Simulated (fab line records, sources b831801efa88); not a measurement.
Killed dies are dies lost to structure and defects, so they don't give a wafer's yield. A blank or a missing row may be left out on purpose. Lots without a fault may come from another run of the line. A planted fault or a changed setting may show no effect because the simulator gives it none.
fab line records | flow sky130
record lots=6 wafers=16 last_day=49
route steps=708 shown METAL4@622
lots that met no fault: from a run of the same line without faults
start_h: hours from the record's first day to the start of the lot's first wafer shown | wait_h: hours since the lot's step before | " the same as in the row above | L1.1+2: a row that stands for several wafers | - no value, or no start given | * or withheld: withheld | < > ~ a bound
route shown NAME@n: a module of which the file shows steps, and the number in the route of the first | usual: mean/standard deviation of fault-free wafers | same: alike in all rows | chamber/n: place in a boat | sites: the reading at each site | _std_site: their standard deviation | _edge_site: outer sites' mean less inner sites' | radius_mm: how far each site lies from the wafer's centre | mask NAME#n: copy n | behind: the tool/chamber that last shaped the wafer | hold: why the lot was held/for how many hours/how that ended | device: the transistor (n, p or np) that didn't switch | end of line: the same wafers' tests at the end of the route | a step without rows: its recipe alone | killed: dies lost to structure and defects at the first sort, not the wafer's yield | map: a wafer's dies, x killed, . not, _ none there
set.NAME: the setting as run; set.NAME@STEP: as run at that earlier step | model.NAME: the simulator's own value behind a step, which no gauge read
lots at some steps of the route; a table a step, a row a wafer
services: from which hour (start_h, from the record's first day; less than 0 if before it) a tool's chamber was out of use, for how many hours, and why
## steps
# step SKY_METAL4_HMDS_06
# recipe prime_time_s=60 prime_temp_c=120
# step SKY_METAL4_COAT_07
# recipe resist=BARC temp_c=withheld time_s=withheld spin_rpm=3000 resist_thk_nm=60
# step SKY_METAL4_COAT_08
# recipe resist=KrF-thick spin_rpm=3000 resist_thk_nm=1140
# step SKY_METAL4_SOFTBAKE_09
# recipe temp_c=100 time_s=90 resist=KrF-thick
# step SKY_METAL4_EXPOSE_10
# recipe mask_id=MM4 na=0.68 source_shape=annular sigma_inner=0.4 sigma_outer=0.8 target_cd_nm=300 dose_mj=28
# step SKY_METAL4_PEB_11
# recipe peb_temp_c=withheld peb_time_s=withheld resist=KrF-thick
# step SKY_METAL4_DEVELOP_12
# recipe develop_time_s=60 resist=KrF-thick dev_temp_c=21
# step SKY_METAL4_CD_MEAS_13
# recipe target_cd_nm=300
# usual cd_nm=300.3/1.6
# columns lot.wafer tool chamber start_h wait_h cd_nm
L647.1 cd_sem-02 - 985.34 - 301.2
L647.2 " - " " 302.0
L647.4 " - " " 302.3
L649.2 cd_sem-02 - 997.56 - 300.7
L649.3 " - " " 299.0
L649.6 " - " " 300.5
L654.2 cd_sem-02 - 1030.99 - 299.1
L654.3 " - " " 298.7
L654.6 " - " " 300.1
L659.4 cd_sem-01 - 1070.70 - 300.0
L659.5 " - " " 298.4
L659.6 " - " " 300.7
L663.2 cd_sem-01 - 1088.04 - 298.9
L663.3 " - " " 298.9
L665.2 cd_sem-02 - 1097.84 - 297.6
L665.4 " - " " 297.5
# step SKY_METAL4_OVL_MEAS_14
# usual METAL4_OVL=-3/5.9
# columns lot.wafer tool chamber start_h wait_h METAL4_OVL[nm]
L647.1 overlay-01 - 985.46 0.1 -3
L647.2 " - " " -5
L647.4 " - " " -14
L649.2 overlay-02 - 997.66 0.1 0
L649.3 " - " " -2
L649.6 " - " " -17
L654.2 overlay-01 - 1031.10 0.1 -7
L654.3 " - " " -6
L654.6 " - " " -4
L659.4 overlay-01 - 1070.77 0.1 0
L659.5 " - " " -5
L659.6 " - " " -4
L663.2 overlay-01 - 1088.15 0.1 -7
L663.3 " - " " -1
L665.2 overlay-02 - 1097.94 0.1 8
L665.4 " - " " 6
# step SKY_METAL4_DESCUM_15
# recipe chemistry=O2 source_power_w=150 bias_power_w=0 pressure_mtorr=10 temp_c=40 time_s=8
# usual drypump_motor_current_A=5.7/0.36 oes_product_au=0.999/0.0092 rf_fwd_power_W=146.8/0.91 temp_c=40.01/0.12
# columns lot.wafer tool chamber start_h wait_h drypump_motor_current_A oes_product_au rf_fwd_power_W rf_hours_counter_h temp_c
L647.1 rie_metal-02 0 985.49 0.0 5.1 1.009 146.6 5 40.11
L647.2 " 1 " " 5.6 1.000 148.2 11 39.99
L647.4 " 0 " " 5.1 0.994 147.2 - 39.96
L649.2 rie_metal-02 0 997.70 0.0 5.2 1.008 146.2 - 39.98
L649.3 " 0 " " 5.2 1.001 146.6 - 40.11
L649.6 " 0 " " 5.2 1.009 146.5 - 39.88
L654.2 rie_metal-03 0 1031.13 0.0 5.7 0.988 145.5 0 39.88
L654.3 " 0 " " 5.7 0.997 145.9 - 39.89
L654.6 " 0 " " 5.7 0.993 146.4 - 40.00
L659.4 rie_metal-04 1 1070.80 0.0 5.4 1.002 146.8 - 40.08
L659.5 " 0 " " 5.8 0.997 147.6 - 40.09
L659.6 " 1 " " 5.4 1.008 146.7 - 39.90
L663.2 rie_metal-03 1 1088.18 0.0 6.3 1.020 146.6 12 39.93
L663.3 " 0 " " 5.7 0.998 145.7 - 40.04
L665.2 rie_metal-03 0 1097.97 0.0 5.7 0.998 146.6 5 40.02
L665.4 " 0 " " 5.7 0.994 146.6 - 39.75
# step SKY_METAL4_ETCH_16
# recipe chemistry=N2/H2 target=BARC ion_energy_ev=200 bias_w=100 pressure_mtorr=30 n2_flow_sccm=100 h2_flow_sccm=200 icp_w=500 stop_on=SiO2 time_s=88.2 target_depth_a=600
# usual drypump_motor_current_A=5.7/0.36 h2_flow_sccm=200.0/0.6 n2_flow_sccm=100.0/0.34 oes_product_au=0.625/0.0047 rf_fwd_power_W=496.1/2.1 throttle_valve_pct=13.205/0.0099
# columns lot.wafer tool chamber start_h wait_h drypump_motor_current_A h2_flow_sccm n2_flow_sccm oes_product_au rf_fwd_power_W rf_hours_counter_h throttle_valve_pct
L647.1 rie_metal-02 0 985.52 0.0 5.1 200.0 100.6 0.625 497.9 5 13.197
L647.2 " 1 " " 5.6 200.0 100.2 0.624 498.4 11 13.202
L647.4 " 0 " " 5.2 199.5 100.1 0.632 498.6 - 13.183
L649.2 rie_metal-02 0 997.79 0.1 5.2 200.6 100.2 0.625 495.9 - 13.191
L649.3 " 0 " " 5.2 200.3 100.2 0.631 494.5 - 13.191
L649.6 " 0 " " 5.2 200.0 100.1 0.629 493.8 - 13.202
L654.2 rie_metal-03 0 1031.16 0.0 5.7 200.3 100.1 0.623 496.3 0 13.213
L654.3 " 0 " " 5.7 200.3 100.5 0.628 495.7 - 13.211
L654.6 " 0 " " 5.7 200.3 100.3 0.623 496.4 - 13.200
L659.4 rie_metal-04 1 1070.86 0.0 5.4 199.8 100.7 0.622 495.9 - 13.196
L659.5 " 0 " " 5.7 199.8 99.8 0.629 495.2 - 13.194
L659.6 " 1 " " 5.4 199.9 100.4 0.627 495.3 - 13.204
L663.2 rie_metal-03 1 1088.21 0.0 6.3 199.7 100.4 0.619 496.3 12 13.211
L663.3 " 0 " " 5.7 198.9 100.4 0.617 493.6 - 13.195
L665.2 rie_metal-03 0 1098.01 0.0 5.7 199.5 99.9 0.617 493.6 5 13.185
L665.4 " 0 " " 5.7 199.7 99.9 0.623 496.2 - 13.180
# step SKY_METAL4_ETCH_17
# recipe target=SiO2 stop_on=TiN chemistry=C4F8/O2/Ar source_w=1500 bias_w=1200 pressure_mtorr=40 c4f8_flow_sccm=withheld O2_flow_sccm=6 Ar_flow_sccm=300 time_s=3.9 target_depth_a=150
# usual oes_product_au=0.757/0.0072 rf_fwd_power_W=1469/7.8
# columns lot.wafer tool chamber start_h wait_h oes_product_au rf_fwd_power_W rf_hours_counter_h
L647.1 rie_diel-02 0 985.62 0.1 0.753 1480 16
L647.2 " 3 " " 0.750 1454 1
L647.4 " 3 " " 0.750 1463 -
L649.2 rie_diel-01 1 997.95 0.1 0.754 1464 13
L649.3 " 2 " " 0.759 1465 10
L649.6 " 1 " " 0.770 1467 -
L654.2 rie_diel-03 1 1031.26 0.1 0.739 1458 12
L654.3 " 3 " " 0.761 1472 17
L654.6 " 2 " " 0.751 1478 -
L659.4 rie_diel-03 0 1070.92 0.0 0.762 1464 21
L659.5 " 2 " " 0.767 1477 -
L659.6 " 1 " " 0.751 1466 -
L663.2 rie_diel-03 2 1088.31 0.1 0.755 1479 22
L663.3 " 1 " " 0.761 1463 15
L665.2 rie_diel-02 1 1098.10 0.1 0.753 1468 18
L665.4 " 3 " " 0.758 1468 4
# step SKY_METAL4_METAL_ETCH_18
# recipe target_depth_a=8450 stop_on=SiO2 over_etch_frac=0.3 time_s=183.1 chemistry=Cl2/BCl3 resist_sidewall_deg=88 pressure_mtorr=10 icp_w=900 bias_w=48.5 Cl2_flow_sccm=60 bcl3_flow_sccm=30
# usual drypump_motor_current_A=5.7/0.35 oes_product_au=0.866/0.0062 rf_fwd_power_W=896/3 throttle_valve_pct=22.264/0.0084
# columns lot.wafer tool chamber start_h wait_h drypump_motor_current_A oes_product_au rf_fwd_power_W rf_hours_counter_h throttle_valve_pct model.etch.depth_nm model.METAL4.feature_depth_nm model.KrF-thick_of_METAL4_COAT_08.thk_nm
L647.1 rie_metal-03 0 985.65 0.0 5.7 0.858 891 18 22.265 860.4 860.4 519.2
L647.2 " 1 " " 6.2 0.875 898 4 22.266 873.1 873.1 536.3
L647.4 " 1 " " 6.2 0.867 899 - 22.248 864.7 864.7 528.4
L649.2 rie_metal-04 0 997.97 0.0 5.7 0.869 899 12 22.271 880.3 880.3 536.9
L649.3 " 0 " " 5.7 0.864 900 - 22.263 871.7 871.7 541.2
L649.6 " 1 " " 5.4 0.872 896 - 22.261 876.1 876.1 522.8
L654.2 rie_metal-04 0 1031.28 0.0 5.7 0.869 898 14 22.259 862.1 862.1 541
L654.3 " 1 " " 5.4 0.873 894 - 22.279 866.3 866.3 529.8
L654.6 " 1 " " 5.4 0.861 894 - 22.254 861.5 861.5 530.7
L659.4 rie_metal-02 1 1071.00 0.1 5.6 0.860 900 - 22.267 858.3 858.3 531.8
L659.5 " 0 " " 5.1 0.864 895 - 22.265 859.3 859.3 530.7
L659.6 " 1 " " 5.6 0.865 897 - 22.265 862.2 862.2 536
L663.2 rie_metal-04 1 1088.33 0.0 5.4 0.717 898 16 22.274 616 616 768.3
L663.3 " 0 " " 5.7 0.868 894 - 22.277 868.4 868.4 532.7
L665.2 rie_metal-04 0 1098.12 0.0 5.7 0.714 895 18 22.270 597.4 597.4 774.7
L665.4 " 1 " " 5.4 0.720 891 - 22.259 613.4 613.4 765
# step SKY_METAL4_STRIP_19
# recipe chemistry=O2/N2 power_w=1400 pressure_mtorr=1500 platen_temp_c=withheld o2_flow_sccm=3000 n2_flow_sccm=300 overash_fraction=0.5
# usual drypump_motor_current_A=5.84/0.17 n2_flow_sccm=299.9/0.84 oes_product_au=0.503/0.0055 strip_time_to_endpoint_s=6.56/0.082
# columns lot.wafer tool chamber start_h wait_h drypump_motor_current_A n2_flow_sccm oes_product_au rf_hours_counter_h strip_time_to_endpoint_s
L647.1 plasma_asher-01 0 985.83 0.1 5.91 301.4 0.502 88 6.45
L647.2 " 1 " " 5.90 298.8 0.502 88 6.63
L647.4 " 0 " " 5.91 300.8 0.503 - 6.55
L649.2 plasma_asher-03 1 998.15 0.1 5.61 300.1 0.496 55 6.64
L649.3 " 1 " " 5.64 300.1 0.511 - 6.66
L649.6 " 1 " " 5.61 301.2 0.497 - 6.50
L654.2 plasma_asher-01 1 1031.46 0.1 5.94 300.6 0.506 93 6.69
L654.3 " 0 " " 5.92 299.3 0.503 - 6.56
L654.6 " 0 " " 5.90 300.5 0.504 - 6.57
L659.4 plasma_asher-03 1 1071.15 0.1 5.63 298.9 0.508 - 6.59
L659.5 " 1 " " 5.64 300.2 0.500 - 6.57
L659.6 " 0 " " 5.98 299.7 0.499 - 6.63
L663.2 plasma_asher-01 0 1088.51 0.1 5.92 299.2 0.604 99 8.92
L663.3 " 1 " " 5.92 301.2 0.508 - 6.61
L665.2 plasma_asher-01 1 1098.30 0.1 5.95 299.1 0.603 100 8.97
L665.4 " 1 " " 5.94 300.0 0.598 - 8.86
# step SKY_METAL4_STRIP_20
# recipe chemistry=post_etch_residue_remover time_s=1200 temp_c=72.5
## services
# columns tool chamber start_h hours kind
rie_diel-01 - 972.56 0.2 repair
rie_diel-03 - 978.67 0.2 repair
rie_diel-01 1 980.10 6.6 repair
rie_diel-02 1 980.99 6.6 repair
rie_diel-02 2 982.55 4.3 repair
rie_metal-02 1 996.22 2.9 repair
rie_metal-03 - 1004.13 2.8 pm
rie_diel-01 - 1006.37 0.2 repair
rie_metal-03 0 1009.95 - clean
rie_metal-03 0 1009.95 13.0 scheduled_down
rie_metal-03 0 1009.95 13.0 vent_cycle
rie_diel-01 - 1021.94 2.4 repair
plasma_asher-03 - 1058.40 7.3 repair
rie_diel-03 0 1064.07 5.7 repair
rie_diel-01 - 1072.86 14.6 pm
plasma_asher-01 - 1073.37 6.3 repair
rie_diel-02 - 1076.84 2.8 pm
rie_diel-03 0 1088.85 3.1 repair
## key
first_sign step=SKY_METAL4_METAL_ETCH_18 reading=oes_product_au direction=down sigmas=24 usual=0.866 struck=0.717
effect step=SKY_METAL4_STRIP_19 reading=strip_time_to_endpoint_s direction=up sigmas=29 usual=* struck=*
model_effect step=SKY_METAL4_METAL_ETCH_18 value=etch.depth_nm without=867.9 struck=608.9
met_at SKY_METAL4_METAL_ETCH_18
struck_wafers L663.2,L665.2,L665.4
later_rows_left_out L663.2,L665.2,L665.4
sort_left_out L663.2,L665.2,L665.4
onset_between 1031.28 1088.33
fault kind=process_parameter_drift tool=rie_metal-04 chamber=- onset_h=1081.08 steps=SKY_METAL4_METAL_ETCH_18 channel=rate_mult offset=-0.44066 shape=step end_h=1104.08 scope=struck_wafers_only
# sort_left_out: the simulated sort isn't trusted on such a fault, so these wafers' sort isn't shown, and their yield isn't known
# later_rows_left_out: the simulator's readings of these wafers behind a module that went badly wrong aren't trusted and aren't shown, but for the sort
